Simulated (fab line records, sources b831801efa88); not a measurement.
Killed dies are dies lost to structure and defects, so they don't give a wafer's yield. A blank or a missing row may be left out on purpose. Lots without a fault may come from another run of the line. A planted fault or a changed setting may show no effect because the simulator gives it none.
fab line records | flow sky130
record lots=12 wafers=36 last_day=50
route steps=708 shown POLY_CUT@318 LOCAL_INTERCONNECT@400 METAL1@434 PAD_OPEN@708
lots that met no fault: from a run of the same line without faults
start_h: hours from the record's first day to the start of the lot's first wafer shown | wait_h: hours since the lot's step before | " the same as in the row above | L1.1+2: a row that stands for several wafers | - no value, or no start given | * or withheld: withheld | < > ~ a bound
route shown NAME@n: a module of which the file shows steps, and the number in the route of the first | usual: mean/standard deviation of fault-free wafers | same: alike in all rows | chamber/n: place in a boat | sites: the reading at each site | _std_site: their standard deviation | _edge_site: outer sites' mean less inner sites' | radius_mm: how far each site lies from the wafer's centre | mask NAME#n: copy n | behind: the tool/chamber that last shaped the wafer | hold: why the lot was held/for how many hours/how that ended | device: the transistor (n, p or np) that didn't switch | end of line: the same wafers' tests at the end of the route | a step without rows: its recipe alone | killed: dies lost to structure and defects at the first sort, not the wafer's yield | map: a wafer's dies, x killed, . not, _ none there
set.NAME: the setting as run; set.NAME@STEP: as run at that earlier step | model.NAME: the simulator's own value behind a step, which no gauge read
steps of the route over a sample of lots; a table a step, a row a wafer
services: from which hour (start_h, from the record's first day; less than 0 if before it) a tool's chamber was out of use, for how many hours, and why
## steps
# step SKY_POLY_CUT_ETCH_11
# recipe target=Si3N4 chemistry=CF4/CH2F2/Ar stop_on=poly-Si source_w=600 bias_w=150 pressure_mtorr=40 cf4_flow_sccm=40 ch2f2_flow_sccm=20 Ar_flow_sccm=150 time_s=42.5 target_depth_a=600
# usual bias_w=150.0/0.5 drypump_motor_current_A=5.8/0.51 oes_product_au=0.832/0.0066 rf_fwd_power_W=593.8/2.6 throttle_valve_pct=14.993/0.009
# columns lot.wafer tool chamber start_h wait_h bias_w drypump_motor_current_A oes_product_au rf_fwd_power_W rf_hours_counter_h throttle_valve_pct
L645.2 rie_diel-01 0 584.24 0.0 151.4 5.7 0.828 592.8 13 15.000
L645.3 " 3 " " 150.1 6.1 0.831 593.5 5 15.001
L645.4 " 2 " " 150.4 6.2 0.836 593.6 3 14.989
L648.2 rie_diel-01 1 594.29 0.0 150.0 6.3 0.822 591.8 9 15.002
L648.3 " 3 " " 149.6 6.1 0.837 590.6 6 14.980
L648.4 " 0 " " 149.6 5.7 0.834 593.2 14 14.989
L653.3 rie_diel-01 1 628.75 0.0 149.9 6.3 0.834 592.1 10 14.996
L653.4 " 2 " " 149.9 6.2 0.822 591.1 4 14.974
L653.6 " 0 " " 150.0 5.7 0.826 594.8 - 14.990
L658.1 rie_diel-02 3 704.55 0.0 150.7 5.3 0.830 599.9 4 14.985
L658.5 " 1 " " 150.0 5.0 0.825 591.8 - 14.996
L658.6 " 2 " " 149.9 5.2 0.833 596.6 - 14.997
L660.4 rie_diel-02 0 708.85 0.0 149.6 5.6 0.825 594.4 17 14.992
L660.5 " 2 " " 150.6 5.2 0.826 597.6 - 14.993
L660.6 " 3 " " 149.8 5.3 0.836 595.0 - 14.991
L659.2 rie_diel-01 2 709.50 0.0 149.4 6.2 0.839 595.4 6 14.994
L659.4 " 3 " " 150.0 6.1 0.834 588.0 8 15.003
L659.5 " 0 " " 150.0 5.7 0.834 592.8 - 15.005
L661.1 rie_diel-04 0 710.38 0.0 149.6 5.8 0.839 599.5 55 15.002
L661.2 " 1 " " 149.7 5.5 0.838 594.6 27 14.979
L661.6 " 0 " " 149.2 5.9 0.831 597.5 - 15.000
L663.2 rie_diel-01 1 713.44 0.0 149.9 6.3 0.839 588.2 12 14.984
L663.3 " 3 " " 150.0 6.1 0.844 588.9 8 14.987
L663.4 " 0 " " 150.3 5.7 0.836 588.0 16 15.010
L664.1 rie_diel-02 3 727.13 0.0 149.7 5.3 0.841 591.0 5 15.001
L664.3 " 2 " " 150.5 5.2 0.838 594.9 5 14.996
L664.6 " 3 " " 150.5 5.4 0.841 597.8 - 14.993
L666.1 rie_diel-01 2 756.55 0.0 148.8 6.3 0.833 592.5 7 14.980
L666.4 " 3 " " 150.8 6.1 0.821 589.6 10 14.989
L666.5 " 1 " " 149.8 6.3 0.842 593.8 - 14.996
L665.1 rie_diel-02 3 758.54 0.0 150.7 5.3 0.833 595.7 5 15.001
L665.5 " 2 " " 148.6 5.2 0.842 594.7 - 14.990
L665.6 " 3 " " 150.5 5.3 0.837 594.9 - 14.980
L667.1 rie_diel-01 0 759.50 0.0 150.0 5.7 0.836 591.4 18 14.998
L667.2 " 2 " " 149.7 6.2 0.841 592.5 7 14.973
L667.5 " 2 " " 150.0 6.2 0.844 591.7 - 14.993
# step SKY_LOCAL_INTERCONNECT_ETCH_13
# recipe chemistry=N2/H2 target=BARC ion_energy_ev=200 bias_w=100 pressure_mtorr=30 n2_flow_sccm=100 h2_flow_sccm=200 icp_w=500 stop_on=SiO2 time_s=45.9 target_depth_a=600
# usual bias_w=100.07/0.27 drypump_motor_current_A=5.7/0.35 he_backside_leak_sccm=3.4/0.33 oes_product_au=0.855/0.0052 rf_fwd_power_W=494.9/2.1 throttle_valve_pct=13.224/0.0097
# columns lot.wafer tool chamber start_h wait_h bias_w drypump_motor_current_A he_backside_leak_sccm oes_product_au rf_fwd_power_W rf_hours_counter_h throttle_valve_pct
L645.2 rie_metal-01 0 729.78 0.0 100.15 5.9 3.3 0.858 493.8 3 13.217
L645.3 " 1 " " 100.22 5.8 3.4 0.851 488.4 - 13.220
L645.4 " 0 " " 100.10 6.0 3.2 0.851 494.4 - 13.228
L648.2 rie_metal-02 1 740.83 0.0 108.17 6.0 3.2 0.852 495.3 8 13.227
L648.3 " 0 " " 107.68 5.1 3.4 0.857 495.3 - 13.208
L648.4 " 1 " " 108.19 6.0 3.2 0.848 498.0 - 13.240
L653.3 rie_metal-02 0 773.96 0.0 107.75 5.1 3.4 0.849 494.2 - 13.243
L653.4 " 1 " " 108.29 6.0 3.2 0.862 496.0 - 13.240
L653.6 " 0 " " 107.86 5.1 3.3 0.857 496.1 - 13.225
L658.1 rie_metal-03 0 843.99 0.0 100.20 6.0 3.5 0.865 494.0 14 13.230
L658.5 " 1 " " 100.41 5.4 3.7 0.861 495.8 - 13.236
L658.6 " 0 " " 99.74 6.0 3.4 0.856 492.8 - 13.228
L660.4 rie_metal-02 1 847.87 0.0 100.08 6.0 3.1 0.862 496.1 - 13.213
L660.5 " 1 " " 100.02 6.0 3.2 0.847 496.2 - 13.215
L660.6 " 0 " " 100.44 5.1 3.4 0.854 495.3 - 13.236
L659.2 rie_metal-03 1 849.79 0.0 99.97 5.4 3.5 0.842 497.7 6 13.222
L659.4 " 1 " " 100.05 5.4 3.5 0.857 498.0 - 13.224
L659.5 " 0 " " 99.89 5.9 3.6 0.847 493.7 - 13.235
L661.1 rie_metal-01 0 850.14 0.0 100.46 6.0 3.5 0.855 495.5 8 13.240
L661.2 " 1 " " 99.60 5.8 3.4 0.851 494.1 10 13.218
L661.6 " 1 " " 99.99 5.8 3.2 0.850 492.0 - 13.217
L663.2 rie_metal-01 0 852.69 0.0 99.65 5.9 3.5 0.845 496.3 8 13.227
L663.3 " 0 " " 99.67 6.0 3.4 0.853 494.8 - 13.229
L663.4 " 1 " " 99.62 5.8 3.2 0.857 493.8 - 13.214
L664.1 rie_metal-03 0 865.98 0.0 100.18 6.0 3.7 0.854 494.4 15 13.228
L664.3 " 0 " " 100.05 6.0 3.7 0.845 492.1 - 13.233
L664.6 " 0 " " 99.97 6.0 3.7 0.851 493.9 - 13.231
L666.1 rie_metal-03 0 893.49 0.0 100.07 6.0 3.6 0.859 494.9 0 13.215
L666.4 " 0 " " 99.73 6.0 3.7 0.851 494.6 - 13.241
L666.5 " 0 " " 100.36 6.0 3.7 0.864 494.3 - 13.223
L665.1 rie_metal-02 1 894.63 0.0 100.44 5.9 3.1 0.851 497.8 13 13.221
L665.5 " 1 " " 100.50 5.9 3.2 0.858 493.8 - 13.213
L665.6 " 0 " " 99.97 5.1 3.4 0.850 493.5 - 13.233
L667.1 rie_metal-02 1 895.59 0.0 100.31 6.0 3.2 0.850 498.7 13 13.223
L667.2 " 0 " " 100.42 5.1 3.5 0.858 497.1 17 13.209
L667.5 " 1 " " 100.02 6.0 3.3 0.855 497.4 - 13.209
# step SKY_METAL1_SPUTTER_00
# recipe material=Ti target_thk_nm=15 power_w=3000 time_s=10 chamber_pressure_pa=0.4
# usual throttle_valve_pct=30.2/0.96
# columns lot.wafer tool chamber start_h wait_h throttle_valve_pct
L645.2 pvd_sputter-03 - 760.75 0.1 31.0
L645.3 " - " " 29.4
L645.4 " - " " 29.8
L648.2 pvd_sputter-03 - 771.51 0.2 29.3
L648.3 " - " " 29.3
L648.4 " - " " 29.6
L653.3 pvd_sputter-03 - 803.05 0.2 28.9
L653.4 " - " " 29.8
L653.6 " - " " 29.2
L658.1 pvd_sputter-04 - 874.25 0.1 30.5
L658.5 " - " " 29.0
L658.6 " - " " 31.4
L660.4 pvd_sputter-04 - 877.32 0.1 31.0
L660.5 " - " " 28.7
L660.6 " - " " 30.2
L659.2 pvd_sputter-04 - 879.54 0.1 30.1
L659.4 " - " " 30.5
L659.5 " - " " 30.9
L661.1 pvd_sputter-03 - 879.80 0.1 29.0
L661.2 " - " " 29.8
L661.6 " - " " 31.0
L663.2 pvd_sputter-03 - 881.58 0.1 29.2
L663.3 " - " " 31.1
L663.4 " - " " 29.3
L664.1 pvd_sputter-02 - 894.52 0.2 31.8
L664.3 " - " " 30.0
L664.6 " - " " 30.4
L666.1 pvd_sputter-03 - 921.29 0.2 29.9
L666.4 " - " " 29.2
L666.5 " - " " 29.6
L665.1 pvd_sputter-02 - 922.23 0.1 30.2
L665.5 " - " " 29.4
L665.6 " - " " 31.8
L667.1 pvd_sputter-04 - 923.61 0.2 28.9
L667.2 " - " " 31.0
L667.5 " - " " 30.9
# step SKY_METAL1_SPUTTER_04
# recipe material=TiN target_thk_nm=70 power_w=6500 time_s=58.3 chamber_pressure_pa=0.4
# usual throttle_valve_pct=30.2/0.98
# columns lot.wafer tool chamber start_h wait_h throttle_valve_pct
L645.2 pvd_sputter-03 - 760.85 0.0 30.9
L645.3 " - " " 29.3
L645.4 " - " " 29.7
L648.2 pvd_sputter-03 - 771.60 0.0 29.4
L648.3 " - " " 29.2
L648.4 " - " " 29.9
L653.3 pvd_sputter-03 - 803.14 0.0 29.2
L653.4 " - " " 29.8
L653.6 " - " " 29.4
L658.1 pvd_sputter-04 - 874.34 0.0 30.5
L658.5 " - " " 28.9
L658.6 " - " " 31.1
L660.4 pvd_sputter-04 - 877.41 0.0 31.5
L660.5 " - " " 28.9
L660.6 " - " " 29.9
L659.2 pvd_sputter-04 - 879.63 0.0 30.1
L659.4 " - " " 30.7
L659.5 " - " " 31.2
L661.1 pvd_sputter-03 - 879.89 0.0 29.4
L661.2 " - " " 29.6
L661.6 " - " " 30.9
L663.2 pvd_sputter-03 - 881.68 0.0 29.2
L663.3 " - " " 30.7
L663.4 " - " " 29.2
L664.1 pvd_sputter-02 - 894.61 0.0 31.4
L664.3 " - " " 30.0
L664.6 " - " " 30.1
L666.1 pvd_sputter-03 - 921.38 0.0 29.6
L666.4 " - " " 29.3
L666.5 " - " " 29.6
L665.1 pvd_sputter-02 - 922.32 0.0 30.4
L665.5 " - " " 29.4
L665.6 " - " " 31.8
L667.1 pvd_sputter-04 - 923.70 0.0 29.2
L667.2 " - " " 30.9
L667.5 " - " " 31.2
# step SKY_PAD_OPEN_PROBE_99
# usual killed_at_M0_to_M3=43/6.8 killed_at_M4_up=3.2/1.7 killed_at_contacts=24/5.6 killed_at_front_end=15/4.7 killed_at_other=0.3/0.59 killed_dies=86/10 killed_on_rim=16/4 killed_open=47/6.8 killed_short=39/6.4
# same gross_dies=492 killed_at_back_side=0
# columns lot.wafer tool chamber start_h wait_h killed_at_M0_to_M3 killed_at_M4_up killed_at_contacts killed_at_front_end killed_at_other killed_dies killed_on_rim killed_open killed_short
L645.2 prober-01 - 1091.81 0.1 40 5 15 17 0 77 13 40 37
L645.3 prober-01 - 1091.86 0.2 43 3 20 18 1 85 12 49 36
L645.4 prober-01 - 1091.91 0.2 39 3 19 15 0 76 13 47 28
L648.2 prober-02 - 1104.01 0.1 40 2 17 11 0 70 12 42 28
L648.3 prober-02 - 1104.06 0.2 38 4 17 17 1 77 15 39 38
L648.4 prober-02 - 1104.11 0.2 34 1 23 19 0 77 16 50 27
L653.3 prober-01 - 1125.60 0.2 38 3 32 15 0 88 18 46 42
L653.4 prober-01 - 1125.65 0.2 34 3 32 9 0 78 16 43 34
L653.6 prober-01 - 1125.75 0.2 47 3 16 11 0 77 13 43 32
L658.1 prober-01 - 1173.53 0.1 41 0 36 17 2 96 14 50 46
L658.5 prober-01 - 1173.73 0.2 48 0 20 17 0 85 20 43 42
L658.6 prober-01 - 1173.78 0.2 43 5 25 12 0 85 13 44 41
L660.4 prober-01 - 1179.13 0.2 32 2 19 24 0 77 15 45 32
L660.5 prober-01 - 1179.18 0.2 35 7 32 29 0 103 12 61 42
L660.6 prober-01 - 1179.23 0.2 31 1 25 16 0 73 7 41 32
L661.1 prober-02 - 1182.06 0.1 41 3 23 21 1 89 17 45 44
L661.2 prober-02 - 1182.11 0.1 32 3 25 19 0 79 16 47 32
L661.6 prober-02 - 1182.31 0.2 37 3 23 13 1 77 11 46 31
L659.2 prober-01 - 1182.11 0.1 37 1 22 8 0 68 11 33 35
L659.4 prober-01 - 1182.21 0.2 45 4 20 17 0 86 12 47 39
L659.5 prober-01 - 1182.26 0.2 42 4 28 15 0 89 20 47 42
L663.2 prober-01 - 1183.61 0.1 51 3 19 11 0 84 16 46 38
L663.3 prober-01 - 1183.66 0.2 41 7 35 19 1 103 17 53 50
L663.4 prober-01 - 1183.71 0.2 50 4 30 16 0 100 23 48 52
L664.1 prober-02 - 1187.59 0.1 52 3 13 15 0 83 19 51 32
L664.3 prober-02 - 1187.69 0.2 56 3 24 13 0 96 23 51 45
L664.6 prober-02 - 1187.84 0.2 39 4 29 25 0 97 22 47 49
L666.1 prober-01 - 1204.60 0.1 43 2 25 17 0 87 17 46 40
L666.4 prober-01 - 1204.75 0.2 42 2 24 16 0 84 18 52 31
L666.5 prober-01 - 1204.80 0.2 44 3 22 17 0 86 11 44 42
L665.1 prober-02 - 1206.11 0.1 39 2 23 18 0 82 11 51 31
L665.5 prober-02 - 1206.31 0.2 47 6 26 19 0 98 21 49 49
L665.6 prober-02 - 1206.36 0.2 48 1 31 15 0 95 21 48 47
L667.1 prober-01 - 1206.46 0.1 48 6 29 23 1 107 27 50 57
L667.2 prober-01 - 1206.51 0.1 43 7 13 19 0 82 15 50 32
L667.5 prober-01 - 1206.66 0.2 39 4 16 25 0 84 21 44 40
# killed by level:class
L645.2 CONTACT:geometric_particle:open=9 VIA2:geometric_particle:open=8 FIELD_ISO:geometric_particle:short=7 VIA1:geometric_particle:open=6 METAL2:geometric_particle:short=5 POLY_GATE:geometric_particle:short=5 VIA3:geometric_particle:open=5 LI_CONTACT:geometric_particle:open=5
L645.3 VIA1:geometric_particle:short=8 VIA1:geometric_particle:open=8 VIA2:geometric_particle:open=8 LI_CONTACT:geometric_particle:open=7 METAL2:geometric_particle:short=6 VIA3:geometric_particle:open=6 FIELD_ISO:geometric_particle:open=5 SPACER:geometric_particle:open=4
L645.4 VIA1:geometric_particle:open=10 FIELD_ISO:geometric_particle:open=9 CONTACT:geometric_particle:open=8 VIA2:geometric_particle:open=6 VIA3:geometric_particle:open=6 VIA1:geometric_particle:short=5 METAL2:geometric_particle:short=5 LI_CONTACT:geometric_particle:open=4
L648.2 VIA1:geometric_particle:open=14 CONTACT:geometric_particle:open=9 VIA2:geometric_particle:open=6 METAL2:geometric_particle:short=6 CONTACT:geometric_particle:short=4 METAL1:geometric_particle:short=4 POLY_GATE:geometric_particle:open=3 POLY_GATE:geometric_particle:short=3
L648.3 FIELD_ISO:geometric_particle:open=8 METAL1:geometric_particle:short=7 LI_CONTACT:geometric_particle:open=5 VIA1:geometric_particle:open=5 CONTACT:geometric_particle:open=5 METAL2:geometric_particle:short=5 VIA2:geometric_particle:open=5 CONTACT:geometric_particle:short=4
L648.4 VIA1:geometric_particle:open=13 CONTACT:geometric_particle:open=11 LI_CONTACT:geometric_particle:open=7 FIELD_ISO:geometric_particle:short=6 FIELD_ISO:geometric_particle:open=4 POLY_GATE:geometric_particle:short=4 CONTACT:geometric_particle:short=4 METAL2:geometric_particle:open=4
L653.3 CONTACT:geometric_particle:open=13 VIA1:geometric_particle:open=8 LI_CONTACT:geometric_particle:open=8 LOCAL_INTERCONNECT:geometric_particle:short=7 FIELD_ISO:geometric_particle:open=5 METAL1:geometric_particle:short=5 VIA3:geometric_particle:open=4 VIA1:geometric_particle:short=4
L653.4 CONTACT:geometric_particle:open=14 VIA1:geometric_particle:open=9 LI_CONTACT:geometric_particle:open=7 METAL1:geometric_particle:short=5 CONTACT:geometric_particle:short=5 VIA3:geometric_particle:open=5 FIELD_ISO:geometric_particle:short=4 VIA1:geometric_particle:short=4
L653.6 VIA1:geometric_particle:open=12 VIA3:geometric_particle:open=10 CONTACT:geometric_particle:open=7 METAL1:geometric_particle:short=5 METAL1:geometric_particle:open=3 POLY_GATE:geometric_particle:short=3 LI_CONTACT:geometric_particle:open=3 CONTACT:geometric_particle:short=3
L658.1 METAL2:geometric_particle:short=11 CONTACT:geometric_particle:open=11 LI_CONTACT:geometric_particle:open=9 CONTACT:geometric_particle:short=7 VIA1:geometric_particle:open=7 VIA1:geometric_particle:short=6 LOCAL_INTERCONNECT:geometric_particle:short=5 FIELD_ISO:geometric_particle:open=4
L658.5 VIA1:geometric_particle:open=12 METAL1:geometric_particle:short=7 METAL2:geometric_particle:short=7 FIELD_ISO:geometric_particle:open=5 CONTACT:geometric_particle:open=5 VIA1:geometric_particle:short=5 VIA3:geometric_particle:short=4 LOCAL_INTERCONNECT:geometric_particle:short=4
L658.6 VIA1:geometric_particle:open=9 VIA1:geometric_particle:short=8 CONTACT:geometric_particle:open=7 LI_CONTACT:geometric_particle:open=6 METAL1:geometric_particle:short=5 METAL2:geometric_particle:short=5 VIA2:geometric_particle:open=5 CONTACT:geometric_particle:short=4
L660.4 VIA1:geometric_particle:open=10 CONTACT:geometric_particle:open=9 FIELD_ISO:geometric_particle:open=8 POLY_GATE:geometric_particle:open=5 POLY_GATE:geometric_particle:short=5 LOCAL_INTERCONNECT:geometric_particle:short=5 METAL2:geometric_particle:short=4 VIA3:geometric_particle:short=4
L660.5 CONTACT:geometric_particle:open=14 POLY_GATE:geometric_particle:open=9 VIA1:geometric_particle:open=9 CONTACT:geometric_particle:short=9 FIELD_ISO:geometric_particle:open=8 METAL2:geometric_particle:short=7 LI_CONTACT:geometric_particle:open=6 METAL4:geometric_particle:short=6
L660.6 CONTACT:geometric_particle:open=14 VIA1:geometric_particle:open=7 POLY_GATE:geometric_particle:short=5 FIELD_ISO:geometric_particle:short=4 LI_CONTACT:geometric_particle:open=4 LOCAL_INTERCONNECT:geometric_particle:short=4 METAL1:geometric_particle:short=4 VIA3:geometric_particle:open=4
L661.1 POLY_GATE:geometric_particle:short=8 CONTACT:geometric_particle:open=8 CONTACT:geometric_particle:short=7 VIA1:geometric_particle:open=7 VIA3:geometric_particle:open=7 VIA2:geometric_particle:open=6 METAL1:geometric_particle:short=5 METAL2:geometric_particle:short=4
L659.2 LI_CONTACT:geometric_particle:open=7 VIA3:geometric_particle:open=7 LOCAL_INTERCONNECT:geometric_particle:short=6 METAL2:geometric_particle:short=6 VIA1:geometric_particle:open=5 POLY_GATE:geometric_particle:short=4 CONTACT:geometric_particle:open=4 METAL3:geometric_particle:short=4
L661.2 CONTACT:geometric_particle:open=11 LI_CONTACT:geometric_particle:open=6 VIA2:geometric_particle:open=6 VIA1:geometric_particle:open=6 FIELD_ISO:geometric_particle:open=4 LOCAL_INTERCONNECT:geometric_particle:short=4 VIA3:geometric_particle:open=4 POLY_GATE:geometric_particle:short=3
L659.4 VIA3:geometric_particle:open=10 VIA1:geometric_particle:open=8 METAL2:geometric_particle:short=8 LI_CONTACT:geometric_particle:open=6 CONTACT:geometric_particle:open=6 POLY_GATE:geometric_particle:short=5 POLY_GATE:geometric_particle:open=4 VIA2:geometric_particle:open=4
L659.5 LI_CONTACT:geometric_particle:open=8 VIA1:geometric_particle:open=8 LOCAL_INTERCONNECT:geometric_particle:short=8 METAL2:geometric_particle:short=8 METAL1:geometric_particle:short=7 VIA3:geometric_particle:open=6 CONTACT:geometric_particle:open=6 POLY_GATE:geometric_particle:open=5
L661.6 VIA1:geometric_particle:open=11 CONTACT:geometric_particle:open=9 VIA1:geometric_particle:short=7 VIA3:geometric_particle:open=6 CONTACT:geometric_particle:short=5 METAL1:geometric_particle:short=4 METAL2:geometric_particle:short=4 FIELD_ISO:geometric_particle:open=3
L663.2 VIA1:geometric_particle:open=13 CONTACT:geometric_particle:short=7 METAL2:geometric_particle:short=7 CONTACT:geometric_particle:open=6 VIA2:geometric_particle:open=6 VIA3:geometric_particle:open=6 FIELD_ISO:geometric_particle:open=4 VIA1:geometric_particle:short=4
L663.3 LI_CONTACT:geometric_particle:open=13 CONTACT:geometric_particle:open=12 FIELD_ISO:geometric_particle:short=8 VIA1:geometric_particle:open=5 VIA1:geometric_particle:short=5 VIA2:geometric_particle:open=5 METAL2:geometric_particle:short=5 VIA3:geometric_particle:open=5
L663.4 VIA1:geometric_particle:short=12 CONTACT:geometric_particle:open=8 VIA2:geometric_particle:open=8 LOCAL_INTERCONNECT:geometric_particle:short=7 VIA3:geometric_particle:open=7 FIELD_ISO:geometric_particle:short=6 LI_CONTACT:geometric_particle:open=6 METAL1:geometric_particle:short=6
L664.1 VIA1:geometric_particle:open=12 VIA2:geometric_particle:open=9 METAL2:geometric_particle:short=7 CONTACT:geometric_particle:open=7 VIA3:geometric_particle:open=6 VIA1:geometric_particle:short=5 FIELD_ISO:geometric_particle:open=4 POLY_GATE:geometric_particle:open=3
L664.3 VIA1:geometric_particle:open=11 METAL1:geometric_particle:short=10 LI_CONTACT:geometric_particle:open=9 CONTACT:geometric_particle:open=7 VIA3:geometric_particle:open=7 METAL2:geometric_particle:short=5 VIA2:geometric_particle:open=5 VIA3:geometric_particle:short=5
L664.6 VIA1:geometric_particle:open=11 CONTACT:geometric_particle:open=10 POLY_GATE:geometric_particle:short=8 METAL1:geometric_particle:short=8 LI_CONTACT:geometric_particle:open=7 FIELD_ISO:geometric_particle:open=6 LOCAL_INTERCONNECT:geometric_particle:short=6 POLY_GATE:geometric_particle:open=4
L666.1 VIA1:geometric_particle:open=10 VIA3:geometric_particle:open=8 CONTACT:geometric_particle:short=8 LI_CONTACT:geometric_particle:open=7 CONTACT:geometric_particle:open=7 VIA1:geometric_particle:short=6 FIELD_ISO:geometric_particle:open=5 SPACER:geometric_particle:open=4
L666.4 FIELD_ISO:geometric_particle:open=9 VIA1:geometric_particle:open=9 LI_CONTACT:geometric_particle:open=7 METAL1:geometric_particle:short=7 CONTACT:geometric_particle:open=6 VIA2:geometric_particle:open=6 VIA3:geometric_particle:open=5 FIELD_ISO:geometric_particle:short=4
L666.5 VIA1:geometric_particle:open=14 METAL1:geometric_particle:short=9 LI_CONTACT:geometric_particle:open=7 LOCAL_INTERCONNECT:geometric_particle:short=6 VIA2:geometric_particle:open=6 FIELD_ISO:geometric_particle:short=4 FIELD_ISO:geometric_particle:open=3 POLY_GATE:geometric_particle:short=3
L665.1 VIA1:geometric_particle:open=12 CONTACT:geometric_particle:open=11 LI_CONTACT:geometric_particle:open=7 POLY_GATE:geometric_particle:open=6 METAL2:geometric_particle:short=6 METAL1:geometric_particle:short=5 VIA3:geometric_particle:open=5 POLY_GATE:geometric_particle:short=4
L665.5 FIELD_ISO:geometric_particle:short=10 VIA2:geometric_particle:open=10 CONTACT:geometric_particle:open=9 VIA1:geometric_particle:open=9 LI_CONTACT:geometric_particle:open=8 VIA1:geometric_particle:short=7 METAL3:geometric_particle:short=5 METAL4:geometric_particle:short=5
L665.6 LI_CONTACT:geometric_particle:open=8 VIA1:geometric_particle:open=8 CONTACT:geometric_particle:open=8 METAL2:geometric_particle:short=8 VIA2:geometric_particle:open=8 CONTACT:geometric_particle:short=7 METAL1:geometric_particle:short=7 LOCAL_INTERCONNECT:geometric_particle:short=5
L667.1 VIA1:geometric_particle:open=11 CONTACT:geometric_particle:open=11 FIELD_ISO:geometric_particle:open=8 METAL2:geometric_particle:short=8 CONTACT:geometric_particle:short=8 LI_CONTACT:geometric_particle:open=6 VIA3:geometric_particle:short=6 METAL4:geometric_particle:short=6
L667.2 VIA1:geometric_particle:open=10 VIA3:geometric_particle:open=8 FIELD_ISO:geometric_particle:short=6 LI_CONTACT:geometric_particle:open=6 METAL2:geometric_particle:short=6 VIA2:geometric_particle:open=5 FIELD_ISO:geometric_particle:open=4 CONTACT:geometric_particle:short=4
L667.5 FIELD_ISO:geometric_particle:short=15 VIA1:geometric_particle:open=12 VIA3:geometric_particle:open=8 CONTACT:geometric_particle:open=7 FIELD_ISO:geometric_particle:open=6 METAL1:geometric_particle:short=5 METAL4:geometric_particle:short=3 LOCAL_INTERCONNECT:geometric_particle:short=3
## services
# columns tool chamber start_h hours kind
rie_diel-01 1 560.65 3.2 repair
rie_metal-03 0 588.09 7.1 repair
pvd_sputter-04 - 588.56 5.2 repair
pvd_sputter-04 - 625.69 0.5 repair
rie_metal-03 0 627.47 5.7 repair
rie_diel-04 0 640.59 2.4 repair
pvd_sputter-03 - 641.32 4.2 repair
rie_metal-02 1 686.65 5.3 repair
rie_diel-02 2 690.19 8.0 repair
rie_diel-02 - 710.68 1.8 repair
pvd_sputter-03 - 714.41 1.3 repair
pvd_sputter-03 - 716.47 3.3 repair
rie_diel-02 0 723.26 17.5 repair
rie_metal-03 1 742.31 1.0 repair
pvd_sputter-04 - 748.21 2.4 repair
pvd_sputter-04 - 765.86 0.5 repair
rie_diel-01 1 775.08 2.4 repair
rie_metal-02 1 785.09 10.1 repair
rie_metal-03 - 788.47 15.6 pm
pvd_sputter-02 - 803.55 0.5 repair
rie_metal-01 1 817.35 4.6 repair
rie_diel-02 3 878.38 3.5 repair
rie_diel-01 3 881.20 2.9 repair
rie_metal-01 - 921.33 2.8 pm
## key
first_sign step=SKY_LOCAL_INTERCONNECT_ETCH_13 reading=bias_w direction=up sigmas=29 usual=100.07 struck=107.99
effect none on later readings
met_at SKY_LOCAL_INTERCONNECT_ETCH_13
struck_lots L648,L653
tester_left_out L648,L653
not_acting_at SKY_POLY_CUT_ETCH_11,SKY_METAL1_SPUTTER_00,SKY_METAL1_SPUTTER_04
fault kind=process_parameter_drift tool=rie_metal-02 chamber=- onset_h=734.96 steps=SKY_LOCAL_INTERCONNECT_ETCH_13 channel=bias_w offset=7.9327 shape=step end_h=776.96 acts_in=these_recipes_only stated=100
# tester_left_out: of these lots the tester's yield and bins aren't shown, on N5 and GAA mostly nor the transistor test; their killed dies are dies lost to structure and defects alone, not to doping, threshold or leakage, so they don't give the yield
